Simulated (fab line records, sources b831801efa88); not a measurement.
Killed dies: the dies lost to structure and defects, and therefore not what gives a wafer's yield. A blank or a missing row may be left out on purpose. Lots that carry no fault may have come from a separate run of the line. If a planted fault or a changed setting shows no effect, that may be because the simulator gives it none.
Struck lot and sound lot, side by side ; flow sky130 ; 17 steps out of a route of 708
Sound: the wafers L567.2, L567.3, L567.5. Struck: wafers L576.1, L576.2, L576.4. The cause comes at the end.
Order at every step that has rows: each side's tool, ch and its chambers, its first start. Under that, the readings that differ: sound wafers ; struck wafers ; difference of the means ; sigmas: that difference in standard deviations of wafers without a fault.
alike: readings with means less than 2 such deviations apart, plus words and numbers identical on both sides. not compared: withheld readings, readings lacking a value on some wafer, bounds such as >300 that could conceal the same value, and numbers that have no deviation in the record and whose values overlap.
A row with sigmas, a row that says differs or no value, or rows on one side alone: a step with any of these is where the two part. Non-overlapping numbers with no deviation appear without sigmas and do not part them. Lack of a reading on every wafer of one side parts them only where that side has two or more wafers.

first, 3 steps without rows for these wafers: SKY_VIA2_EXPOSE_09 (exposes mask VIM2, target cd 200 nm); SKY_VIA2_PEB_10; SKY_VIA2_DEVELOP_11 (develop time 60 s).
SKY_VIA2_CD_MEAS_12 targets a cd of 200 nm.
  sound on cd sem-02 at day 38 01:58; struck on cd sem-01 at day 41 07:39
  alike: cd nm
SKY_VIA2_OVL_MEAS_13:
  sound on overlay-02 at day 38 02:04; struck on overlay-01 at day 41 07:46
  alike: VIA2_OVL
SKY_VIA2_ETCH_14: etches BARC in N2/H2, stops on SiO2, time 45.9 s, target depth 60 nm.
  sound on rie diel-02 ch 3, day 38 02:07; struck on rie diel-04 ch 0,1,2, day 41 07:48
reading;sound;struck;difference;sigmas
drypump motor current A (A);6.4 6.4 6.4;5.7 5.5 5.0;-1.0;-2
rf hours counter h (h);- - -;16 15 2;no value on the sound wafers;
  alike: oes product au, throttle valve pct
SKY_VIA2_ETCH_15: etches SiO2 in C4F8/O2/Ar, stops on TiN, target depth 546 nm, time 84 s.
  sound on rie diel-02 ch 3, day 38 02:16; struck on rie diel-04 ch 0,1,2, day 41 07:51
  alike: oes product au
SKY_VIA2_STRIP_16: strips in O2/N2.
  sound on plasma asher-04 ch 0,1, day 38 02:25; struck on plasma asher-03 ch 0,1, day 41 07:55
reading;sound;struck;difference;sigmas
drypump motor current A (A);4.9 4.9 5.6;6.2 6.2 6.2;+1.1;+2
  alike: oes product au, strip time to endpoint s
  not compared: rf hours counter h
then, 3 steps without rows for these wafers: SKY_VIA2_STRIP_17 (strips in post etch residue remover, time 1200 s); SKY_VIA2_CLEAN_18 (cleans in IPA, time 180 s); SKY_VIA2_CLEAN_19 (cleans in O3/DIW).
SKY_VIA2_SPUTTER_20: material TiN, target thk 20 nm, time 80 s.
  sound on pvd sputter-04 at day 38 03:01; struck on pvd sputter-01 at day 41 08:31
  alike: cathode dc power W, throttle valve pct
SKY_VIA2_CVD_21: deposits W, target thk 420 nm, time 126.4 s.
  sound on cvd w-02 ch 0,1, day 38 03:04; struck on cvd w-02 ch 0,1, day 41 08:34
  no value came back on the struck wafers for chamber pressure Torr (Torr), heater power outer w (W), heater power w (W); on the sound wafers chamber pressure Torr (Torr) reads 40.00 40.06 40.02
SKY_VIA2_RS_MEAS_22: the measuring method here is four-point-probe.
  sound on film metro-01 at day 38 03:13; struck on film metro-03 at day 41 08:42
reading;sound;struck;difference;sigmas
VIA2_W_RS (ohm/sq);0.2799 0.2772 0.2764;58.401 57.614 60.955;+58.712;+99 or more
SKY_VIA2_THK_MEAS_23: measures by xrf.
  sound on film metro-01 at day 38 03:20; struck on film metro-03 at day 41 08:49
  not compared: VIA2_W_THK
SKY_VIA2_CMP_24: polishes, stops on SiO2, t overpolish 20 s, target thk 0 nm.
  sound on cmp-02 ch 0,1,2, day 38 03:26; struck on cmp-02 ch 0,1,2, day 41 08:56
reading;sound;struck;difference;sigmas
time to endpoint s (s);98 98 98;7 5 5;-92;-25
  alike: edge zone pressure frac, motor current A
-- the record jumps here: 8 days lie between the struck wafers' starts before and after (it left off in module VIA2 and takes up again in module PAD_OPEN, whose first step shown is number 708 of the route) --
SKY_PAD_OPEN_PROBE_99:
  sound on prober-01 at day 47 06:16; struck on prober-02 at day 49 16:36
reading;sound;struck;difference;sigmas
defect limited yield (%);83.9 83.9 82.3;0 0 0;-83;-42
killed_at_M0_to_M3;38 31 33;449 456 447;+417;+53
killed dies;79 79 87;492 492 492;+410;+43
killed on rim;14 11 14;96 96 96;+83;+22
sort_bin_5_function (%);8.1 10.2 11.0;91.5 93.9 93.9;+83.3;+60
sort n pass;413 413 405;0 0 0;-410;-43
sort yield pct (%);83.9 83.9 82.3;0 0 0;-83;-42
  alike: killed_at_M4_up, killed at contacts, killed at front end, killed at other, killed open, killed short, sort_bin_3_pad_short, sort_bin_6_memory

== WHERE THEY PART ==
First at SKY_VIA2_ETCH_14; last, within this record, at SKY_PAD_OPEN_PROBE_99.

WHY: what had been put in by the simulator
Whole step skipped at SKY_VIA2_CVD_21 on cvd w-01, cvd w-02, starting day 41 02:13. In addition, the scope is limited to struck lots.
